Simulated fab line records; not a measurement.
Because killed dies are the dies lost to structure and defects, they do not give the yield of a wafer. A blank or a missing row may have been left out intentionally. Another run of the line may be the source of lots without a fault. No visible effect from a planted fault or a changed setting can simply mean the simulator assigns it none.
Which tool is to blame? -- flow gf180mcu -- 13 lots with 39 wafers sampled at 5 steps, on a route of 602 steps

== WHAT THE GAUGES SHOWED, per wafer ==
GF_V1_THK_MEAS_25: measures by xrf. Usual: V1_W_THK 353 nm, standard deviation 6.5.
lot,measured,on,V1_W_THK (nm),flag
L482,day 18 09:02,filmMetro-04,342 341 348,
L483,day 18 13:11,filmMetro-03,350 352 358,
L485,day 19 17:21,filmMetro-03,359 361 354,
L486,day 19 23:44,filmMetro-02,365 363 367,
L491,day 21 17:04,filmMetro-02,356 358 354,
L492,day 22 07:20,filmMetro-03,345 348 351,
L496,day 23 10:19,filmMetro-02,358 359 358,
L499,day 24 01:12,filmMetro-04,346 346 349,
L500,day 24 13:46,filmMetro-03,347 347 356,
L501,day 25 04:26,filmMetro-04,350 350 346,
L502,day 25 06:43,filmMetro-03,347 351 351,
L503,day 25 16:35,filmMetro-03,350 353 352,
L505,day 26 01:53,filmMetro-02,349 361 357,

GF_M2_CD_MEAS_14: the cd target is 280 nm. Usual: cdNm 280.2 nm, standard deviation 1.2.
lot,measured,on,cdNm (nm),flag
L482,day 19 09:51,cdSem-01,279.2 280.8 280.1,
L483,day 19 13:41,cdSem-01,278.5 279.5 279.4,
L485,day 20 17:49,cdSem-02,282.0 281.7 281.8,
L486,day 21 00:01,cdSem-02,280.6 280.7 280.0,
L491,day 22 16:58,cdSem-01,274.7 275.6 274.2,OFF
L492,day 23 05:34,cdSem-01,273.9 272.6 274.7,OFF
L496,day 24 09:26,cdSem-02,279.4 280.4 279.2,
L499,day 24 23:54,cdSem-01,278.3 278.9 278.6,
L500,day 25 16:29,cdSem-02,281.1 281.5 281.0,
L501,day 26 02:10,cdSem-01,280.7 279.7 281.6,
L502,day 26 04:22,cdSem-02,282.2 281.2 280.4,
L503,day 26 13:43,cdSem-02,278.7 278.4 279.2,
L505,day 26 22:50,cdSem-02,281.6 282.5 281.4,

GF_V2_THK_MEAS_01. Usual: V2_CVD_00_THK 601 nm, standard deviation 5.3.
lot,measured,on,V2_CVD_00_THK (nm),flag
L482,day 19 10:47,filmMetro-01,602 601 596,
L483,day 19 14:34,filmMetro-02,604 611 609,
L485,day 20 19:07,filmMetro-02,606 606 606,
L486,day 21 01:20,filmMetro-02,602 600 611,
L491,day 22 17:52,filmMetro-01,609 595 602,
L492,day 23 06:28,filmMetro-04,595 605 603,
L496,day 24 10:20,filmMetro-01,602 599 611,
L499,day 25 00:47,filmMetro-01,600 597 596,
L500,day 25 17:31,filmMetro-02,595 611 598,
L501,day 26 03:11,filmMetro-02,602 607 608,
L502,day 26 05:16,filmMetro-01,598 591 593,
L503,day 26 14:45,filmMetro-04,599 594 599,
L505,day 26 23:44,filmMetro-04,598 610 606,

== EACH LOT AND THE TOOL THAT RAN IT (in order: tool; ch and the chambers of the sampled wafers; start) ==
lot,GF_M2_SPUTTER_02,GF_M2_PEB_12
L482,"pvdSputter-01, day 18 09:31","lithoTrack-04 ch 0, day 19 09:31"
L483,"pvdSputter-04, day 18 13:40","lithoTrack-02 ch 0, day 19 13:16"
L485,"pvdSputter-04, day 19 17:50","lithoTrack-04 ch 0, day 20 17:29"
L486,"pvdSputter-01, day 20 00:13","lithoTrack-04 ch 0, day 20 23:40"
L491,"pvdSputter-01, day 21 17:34","lithoTrack-04 ch 0, day 22 16:37"
L492,"pvdSputter-02, day 22 07:49","lithoTrack-04 ch 0, day 23 05:13"
L496,"pvdSputter-02, day 23 10:49","lithoTrack-02 ch 0, day 24 09:01"
L499,"pvdSputter-04, day 24 01:41","lithoTrack-01 ch 0, day 24 23:34"
L500,"pvdSputter-04, day 24 14:16","lithoTrack-01 ch 0, day 25 16:08"
L501,"pvdSputter-01, day 25 04:56","lithoTrack-04 ch 0, day 26 01:49"
L502,"pvdSputter-02, day 25 07:13","lithoTrack-04 ch 0, day 26 04:01"
L503,"pvdSputter-02, day 25 17:05","lithoTrack-04 ch 0, day 26 13:22"
L505,"pvdSputter-01, day 26 02:22","lithoTrack-01 ch 0, day 26 22:32"
- GF_M2_SPUTTER_02: material AlCu, target thk 450 nm, time 23.9 s.
- GF_M2_PEB_12: peb time 90 s.

== AS READ BY THE TOOLS THEMSELVES (means over the sampled wafers that have a number; for cases with no such wafer, the mark the record gives instead) ==
GF_M2_SPUTTER_02. Usual: throttleValvePct 29.9 %, standard deviation 0.91.
lot,tool,throttleValvePct (%),flag
L482,pvdSputter-01,29.9,
L483,pvdSputter-04,31.1,
L485,pvdSputter-04,29.5,
L486,pvdSputter-01,30.0,
L491,pvdSputter-01,30.0,
L492,pvdSputter-02,30.0,
L496,pvdSputter-02,29.5,
L499,pvdSputter-04,28.9,
L500,pvdSputter-04,30.9,
L501,pvdSputter-01,29.8,
L502,pvdSputter-02,29.8,
L503,pvdSputter-02,30.0,
L505,pvdSputter-01,30.0,

GF_M2_PEB_12. Usual: chillPlateTempC 23.02 C, standard deviation 0.11.
lot,tool,chillPlateTempC (C),flag
L482,lithoTrack-04,22.92,
L483,lithoTrack-02,23.01,
L485,lithoTrack-04,22.99,
L486,lithoTrack-04,23.12,
L491,lithoTrack-04,23.00,
L492,lithoTrack-04,23.02,
L496,lithoTrack-02,23.14,
L499,lithoTrack-01,22.98,
L500,lithoTrack-01,22.93,
L501,lithoTrack-04,22.90,
L502,lithoTrack-04,23.10,
L503,lithoTrack-04,23.02,
L505,lithoTrack-01,22.87,

== THE ANSWER, worked out from the rows above alone ==
Rule: take the mean of a lot's wafers that have a number; if it is more than 3 standard deviations from the usual mean, the lot is off. A lot without any number at a reading at which 4 lots or more have one is off too. Any other lot the step has rows for is counted as sound. First the gauges in route order, then the tools' own readings, where a lot's mean is used as printed above. The first step at which some lot is off is used, and at that step the reading that is off furthest; a lot without a number counts as furthest.
Off: L491, L492, at GF_M2_CD_MEAS_14 (cdNm).
A tool fits if, at a process step before that reading, it ran every lot that is off, and no sound lot after the first of them. Those tools and the gauges at GF_M2_CD_MEAS_14 are tried in the same way. None of those tried fits.

== WHAT THE SIMULATOR HAD INSERTED ==
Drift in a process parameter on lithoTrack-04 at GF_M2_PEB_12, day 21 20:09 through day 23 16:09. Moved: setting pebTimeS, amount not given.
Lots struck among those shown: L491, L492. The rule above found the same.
